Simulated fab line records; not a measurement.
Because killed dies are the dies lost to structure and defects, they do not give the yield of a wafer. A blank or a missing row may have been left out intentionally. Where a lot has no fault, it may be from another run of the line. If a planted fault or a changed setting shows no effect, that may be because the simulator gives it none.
Matching of chambers	flow sky130	SKY_VIA4_CMP_02 on cmp-01 has 4 sister chambers
The step polishes SiO2. 8 wafers are shown with their chamber, then 9 later ones without.

== EACH WAFER AND ITS CHAMBER ==
wafer	chamber	motor current A (A)
L663.1	0	10.7
L665.5	3	13.1
L669.4	1	10.4
L669.5	2	14.9
L669.6	1	10.3
L677.2	3	12.7
L677.4	2	14.5
L677.6	0	10.7

== WAFERS WITH NO CHAMBER GIVEN ==
wafer	motor current A (A)
L678.1	13.5
L678.3	10.3
L678.5	10.3
L680.2	14.8
L680.4	10.8
L680.5	13.6
L681.1	11.1
L681.3	10.5
L681.6	10.9

== THE CHAMBER EACH PASSED THROUGH ==
wafer	from the rows above	in truth
L678.1	3	3
L678.3	can't be placed: 1 or 0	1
L678.5	can't be placed: 1 or 0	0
L680.2	2	2
L680.4	can't be placed: 0 or 1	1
L680.5	can't be placed: 3 or 2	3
L681.1	can't be placed: 0 or 1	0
L681.3	can't be placed: 1 or 0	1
L681.6	can't be placed: 0 or 1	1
2 of 9 placed correctly. Not placeable from these rows: 7 (in 7, the candidates include the true chamber). Number placed wrongly: 0.
How it was worked out, from the rows above alone: a wafer's distance from a chamber is the root of the sum, over the readings, of the square of ((its reading less the chamber's mean) divided by the reading's scatter). If the next closest chamber is less than 2 further off than the closest, the wafer can't be placed; otherwise it belongs to the closest. A chamber's mean is the mean of its shown wafers. The scatter: take each reading less its chamber's mean, square it, sum over the shown wafers, divide by the number of wafers less the number of chambers, and take the root.
